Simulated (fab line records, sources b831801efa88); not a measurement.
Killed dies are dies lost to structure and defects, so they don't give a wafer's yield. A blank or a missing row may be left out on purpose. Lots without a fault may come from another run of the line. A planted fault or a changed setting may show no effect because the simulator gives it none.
Which tool did it? | flow gf180mcu | 13 lots, 39 wafers sampled, at 4 steps of a route of 602

WHAT THE GAUGES READ, wafer by wafer
GF_HV_LDD_THK_MEAS_55. Usual: HV_LDD_CVD_54_THK 9.96 nm, standard deviation 0.12.
lot  | measured     | on            | HV_LDD_CVD_54_THK (nm) | flag
L488 | day 12 05:25 | film_metro-01 | 9.94 9.89 9.93         |
L489 | day 12 15:46 | film_metro-03 | 9.98 9.89 9.95         |
L490 | day 12 22:44 | film_metro-04 | 9.63 9.78 9.80         |
L491 | day 13 06:02 | film_metro-03 | 10.17 10.04 10.14      |
L492 | day 13 13:28 | film_metro-01 | 9.85 9.83 9.95         |
L500 | day 16 21:25 | film_metro-01 | 9.90 10.04 9.94        |
L501 | day 17 03:52 | film_metro-01 | 9.97 9.92 10.00        |
L503 | day 17 21:02 | film_metro-03 | 9.89 9.96 9.91         |
L504 | day 17 23:16 | film_metro-04 | 9.93 9.88 9.92         |
L506 | day 18 11:52 | film_metro-04 | 10.01 10.14 10.13      |
L508 | day 19 01:24 | film_metro-01 | 9.97 10.00 9.84        |
L510 | day 19 17:37 | film_metro-01 | 9.96 10.02 10.01       |
L511 | day 20 02:35 | film_metro-01 | 10.10 10.03 10.04      |

GF_CONTACT_OVL_MEAS_15. Usual: CONTACT_OVL 2 nm, standard deviation 5.4.
lot  | measured     | on         | CONTACT_OVL (nm) | flag
L488 | day 15 19:45 | overlay-02 | 5 2 -1           |
L489 | day 16 07:30 | overlay-02 | 8 7 -2           |
L490 | day 16 15:43 | overlay-01 | 0 -7 -6          |
L491 | day 17 00:31 | overlay-02 | 12 9 4           |
L492 | day 17 08:22 | overlay-02 | 10 5 17          |
L500 | day 20 22:02 | overlay-01 | -1 6 4           |
L501 | day 21 06:14 | overlay-01 | 9 7 7            |
L503 | day 21 22:33 | overlay-01 | -3 1 -7          |
L504 | day 22 01:31 | overlay-02 | 3 3 7            |
L506 | day 22 14:44 | overlay-01 | -8 -4 -3         |
L508 | day 23 03:53 | overlay-02 | -1 0 -7          |
L510 | day 23 19:26 | overlay-02 | 5 -4 4           |
L511 | day 24 04:42 | overlay-02 | 2 -3 -2          |

WHICH TOOL RAN EACH LOT (tool, then ch and the chambers of the sampled wafers, then the start)
lot  | GF_LVPWELL_DEVELOP_06            | GF_SALICIDE_RTA_06
L488 | litho_track-03 ch 0, day 3 19:00 | rtp_anneal-01 ch 0, day 14 20:58
L489 | litho_track-03 ch 0, day 4 00:00 | rtp_anneal-02 ch 0, day 15 08:29
L490 | litho_track-02 ch 0, day 4 06:00 | rtp_anneal-02 ch 0, day 15 16:20
L491 | litho_track-04 ch 0, day 4 12:00 | rtp_anneal-02 ch 0, day 16 00:19
L492 | litho_track-04 ch 0, day 4 16:00 | rtp_anneal-01 ch 0, day 16 09:04
L500 | litho_track-04 ch 0, day 7 00:00 | rtp_anneal-02 ch 0, day 19 21:19
L501 | litho_track-04 ch 0, day 7 03:00 | rtp_anneal-02 ch 0, day 20 05:19
L503 | litho_track-03 ch 0, day 7 14:00 | rtp_anneal-01 ch 0, day 20 21:37
L504 | litho_track-02 ch 0, day 7 14:00 | rtp_anneal-01 ch 0, day 21 01:03
L506 | litho_track-03 ch 0, day 8 02:00 | rtp_anneal-01 ch 0, day 21 14:28
L508 | litho_track-03 ch 0, day 8 11:00 | rtp_anneal-02 ch 0, day 22 03:12
L510 | litho_track-02 ch 0, day 9 01:00 | rtp_anneal-01 ch 0, day 22 19:25
L511 | litho_track-02 ch 0, day 9 04:00 | rtp_anneal-01 ch 0, day 23 04:49
- GF_LVPWELL_DEVELOP_06: develop time 60 s.
- GF_SALICIDE_RTA_06: time 30 s.

WHAT THE TOOLS THEMSELVES READ (means of the sampled wafers that have a number; where no wafer has one, the mark that the record gives instead)
GF_LVPWELL_DEVELOP_06. Usual: developer_temp_C 23.01 C, standard deviation 0.11.
lot  | tool           | developer_temp_C (C) | flag
L488 | litho_track-03 | 23.15                |
L489 | litho_track-03 | 22.91                |
L490 | litho_track-02 | 22.99                |
L491 | litho_track-04 | 22.99                |
L492 | litho_track-04 | 22.96                |
L500 | litho_track-04 | 22.19                | OFF
L501 | litho_track-04 | 22.25                | OFF
L503 | litho_track-03 | 22.95                |
L504 | litho_track-02 | 22.98                |
L506 | litho_track-03 | 22.95                |
L508 | litho_track-03 | 23.01                |
L510 | litho_track-02 | 23.01                |
L511 | litho_track-02 | 22.99                |

GF_SALICIDE_RTA_06. Usual: lamp_power_pct 6.66 %, standard deviation 0.065; wafer_temp_C_max 532.3, standard deviation 0.61.
lot  | tool          | lamp_power_pct (%) | wafer_temp_C_max | flag
L488 | rtp_anneal-01 | 6.71               | 531.4            |
L489 | rtp_anneal-02 | 6.59               | 532.8            |
L490 | rtp_anneal-02 | 6.58               | 532.8            |
L491 | rtp_anneal-02 | 6.59               | 532.4            |
L492 | rtp_anneal-01 | 6.71               | 531.9            |
L500 | rtp_anneal-02 | 6.58               | 533.0            |
L501 | rtp_anneal-02 | 6.59               | 533.0            |
L503 | rtp_anneal-01 | 6.72               | 532.1            |
L504 | rtp_anneal-01 | 6.72               | 531.5            |
L506 | rtp_anneal-01 | 6.72               | 532.0            |
L508 | rtp_anneal-02 | 6.58               | 533.2            |
L510 | rtp_anneal-01 | 6.71               | 532.0            |
L511 | rtp_anneal-01 | 6.72               | 532.3            |

THE ANSWER, worked out from the rows above alone
Rule: a lot is off if the mean of its wafers that have a number lies more than 3 standard deviations from the usual mean. A lot without any number at a reading at which 4 lots or more have one is off too. The other lots that the step has rows for count as sound. The gauges are gone through in route order, then the tools' own readings, and for those a lot's mean is taken as printed above. The first step at which some lot is off is used, and at that step the reading that is off furthest; a lot without a number counts as furthest.
Off: L500, L501, at GF_LVPWELL_DEVELOP_06 (developer_temp_C).
A tool fits if, at that step or a process step before it, it ran every lot that is off, and no sound lot after the first of them. One fits: litho_track-04 at GF_LVPWELL_DEVELOP_06. Its last sound lot is L492 (day 4 16:00), its first lot that is off L500 (day 7 00:00): a fault that began between those two fits.
The tool's own readings at GF_LVPWELL_DEVELOP_06 bear it out: on the lots that are off they differ by more than 5 times the standard deviation of the sound lots' means. developer_temp_C reads 22.22 C there against 22.99 C on the sound lots.

WHAT THE SIMULATOR HAD PUT IN
Process parameter drift: litho_track-04, from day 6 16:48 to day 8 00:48, at GF_LVPWELL_DEVELOP_06. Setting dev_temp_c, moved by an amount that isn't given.
Lots struck among those shown: L500, L501. The rule above found the same.
